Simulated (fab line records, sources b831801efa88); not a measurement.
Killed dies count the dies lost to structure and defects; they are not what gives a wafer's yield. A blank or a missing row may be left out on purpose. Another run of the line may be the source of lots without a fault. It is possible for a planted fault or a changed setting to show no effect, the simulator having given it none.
Which tool is to blame? -- flow gf180mcu -- 33 wafers from 11 lots sampled at 4 of the route's 602 steps

## WHAT THE GAUGES SHOWED, per wafer
GF_V4_THK_MEAS_01.
lot,measured,on,V4_CVD_00_THK (nm)
L564,day 23 15:08,filmMetro-02,589 592 593
L565,day 24 00:19,filmMetro-02,586 588 590
L566,day 24 08:10,filmMetro-03,600 598 599
L567,day 24 13:12,filmMetro-03,597 594 600
L569,day 25 02:13,filmMetro-03,593 600 601
L573,day 26 12:52,filmMetro-01,594 597 596
L574,day 26 18:07,filmMetro-02,607 601 600
L579,day 28 10:13,filmMetro-01,605 605 595
L581,day 28 23:30,filmMetro-03,596 595 596
L586,day 30 04:17,filmMetro-03,593 589 592
L587,day 30 12:40,filmMetro-02,600 599 603

GF_V5_THK_MEAS_01.
lot,measured,on,V5_CVD_00_THK (nm)
L564,day 26 11:25,filmMetro-03,298.3 296.7 296.5
L565,day 26 19:22,filmMetro-01,299.2 299.5 302.0
L566,day 27 05:06,filmMetro-03,291.5 294.5 294.0
L567,day 27 07:55,filmMetro-03,298.1 298.4 297.8
L569,day 27 20:52,filmMetro-04,295.0 296.0 298.1
L573,day 29 06:22,filmMetro-03,300.2 300.1 297.5
L574,day 29 09:06,filmMetro-03,297.3 298.6 297.1
L579,day 30 22:07,filmMetro-01,300.0 300.9 297.5
L581,day 31 09:58,filmMetro-01,302.0 302.1 296.7
L586,day 32 12:10,filmMetro-03,303.4 303.1 298.0
L587,day 32 19:07,filmMetro-03,299.1 300.0 303.0

## WHICH TOOL RAN EACH LOT (tool, then ch and the chambers of the sampled wafers, then the start)
lot,GF_M5_METAL_ETCH_10,GF_M5_STRIP_11
L564,"rieMetal-02 ch 0, day 26 10:29","plasmaAsher-01 ch 0,1, day 26 10:41"
L565,"rieMetal-02 ch 0,1, day 26 18:40","plasmaAsher-01 ch 0,1, day 26 18:46"
L566,"rieMetal-04 ch 1, day 27 04:25","plasmaAsher-01 ch 0, day 27 04:31"
L567,"rieMetal-02 ch 0, day 27 07:13","plasmaAsher-03 ch 0,1, day 27 07:19"
L569,"rieMetal-02 ch 0,1, day 27 20:09","plasmaAsher-01 ch 0,1, day 27 20:16"
L573,"rieMetal-04 ch 0,1, day 29 05:40","plasmaAsher-01 ch 0,1, day 29 05:47"
L574,"rieMetal-02 ch 0,1, day 29 08:24","plasmaAsher-02 ch 0,1, day 29 08:31"
L579,"rieMetal-04 ch 0,1, day 30 21:25","plasmaAsher-03 ch 0,1, day 30 21:32"
L581,"rieMetal-04 ch 0,1, day 31 09:16","plasmaAsher-02 ch 0,1, day 31 09:23"
L586,"rieMetal-01 ch 0,1, day 32 11:28","plasmaAsher-03 ch 0,1, day 32 11:35"
L587,"rieMetal-02 ch 1, day 32 18:25","plasmaAsher-02 ch 0, day 32 18:32"
- GF_M5_METAL_ETCH_10: etches the open film in Cl2/BCl3, stops on SiO2, target depth 627.5 nm, time 104.6 s.
- GF_M5_STRIP_11: strips in O2/N2.

## AS READ BY THE TOOLS THEMSELVES (means over the sampled wafers that have a number; for cases with no such wafer, the mark the record gives instead)
GF_M5_METAL_ETCH_10.
lot,tool,drypumpMotorCurrentA (A),oesProductAu (a.u.),runLengthS (s),throttleValvePct (%)
L564,rieMetal-02,6.04,0.976,133.0,28.250
L565,rieMetal-02,5.97,0.976,133.2,28.237
L566,rieMetal-04,5.49,0.974,132.4,28.252
L567,rieMetal-02,6.04,0.976,132.9,28.246
L569,rieMetal-02,5.95,0.980,133.0,28.247
L573,rieMetal-04,6.10,0.978,132.4,28.250
L574,rieMetal-02,5.97,0.977,133.0,28.239
L579,rieMetal-04,5.79,0.938,138.8,28.292
L581,rieMetal-04,5.79,0.948,138.9,28.277
L586,rieMetal-01,5.88,0.975,132.8,28.251
L587,rieMetal-02,5.91,0.979,133.2,28.245

GF_M5_STRIP_11.
lot,tool,drypumpMotorCurrentA (A),heaterPowerW (W),oesProductAu (a.u.),stripTimeToEndpointS (s)
L564,plasmaAsher-01,5.3,373,0.548,7.52
L565,plasmaAsher-01,5.2,338,0.548,7.52
L566,plasmaAsher-01,5.1,300,0.539,7.47
L567,plasmaAsher-03,5.9,362,0.543,7.54
L569,plasmaAsher-01,5.3,373,0.542,7.52
L573,plasmaAsher-01,5.2,330,0.545,7.50
L574,plasmaAsher-02,6.0,343,0.544,7.59
L579,plasmaAsher-03,5.7,352,0.542,7.36
L581,plasmaAsher-02,6.4,354,0.539,7.32
L586,plasmaAsher-03,5.7,356,0.547,7.56
L587,plasmaAsher-02,6.6,365,0.544,7.52

## THE ANSWER, worked out from the rows above alone
Rule: what is usual is taken from the lots themselves. The widest of any qualifying gaps counts: lots, ordered by their means at a reading, are off when they make up no more than a third of the lots, leave a main group of 4 or more, and stand apart from it by 3 or more times the standard deviation of that group's means. A main group whose means are all the same, to the digits that the tables above print for the reading, isn't used. Also off: a lot with no number at a reading for which 4 or more lots have one. Where the step has rows for the other lots, those lots are counted as sound. After the gauges, taken in route order, come the tools' own readings; for these a lot's mean is taken, as printed above. The first step at which some lot is off is used, and at that step the reading that is off furthest; a lot without a number counts as furthest.
Off, at GF_M5_METAL_ETCH_10 on runLengthS: L579, L581. Main group: mean 132.9 s, sd 0.28.
If a tool, at that step or one of the process steps before it, ran each lot that is off and ran no sound lot following the first of them, it fits. One candidate fits, namely rieMetal-04 at GF_M5_METAL_ETCH_10. A fault onset in the window from L573 (day 29 05:40, its last sound lot) to L579 (day 30 21:25, its first lot off) fits.
The tool's own readings at GF_M5_METAL_ETCH_10 bear it out: on the lots that are off they differ by more than 5 times the standard deviation of the sound lots' means. oesProductAu reads 0.943 a.u. there against 0.977 a.u. on the sound lots; runLengthS reads 138.9 s there against 132.9 s on the sound lots; throttleValvePct reads 28.285 % there against 28.246 % on the sound lots.

## WHAT THE SIMULATOR HAD INSERTED
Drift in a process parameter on rieMetal-04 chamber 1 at GF_M5_METAL_ETCH_10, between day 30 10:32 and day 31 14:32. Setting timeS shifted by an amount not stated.
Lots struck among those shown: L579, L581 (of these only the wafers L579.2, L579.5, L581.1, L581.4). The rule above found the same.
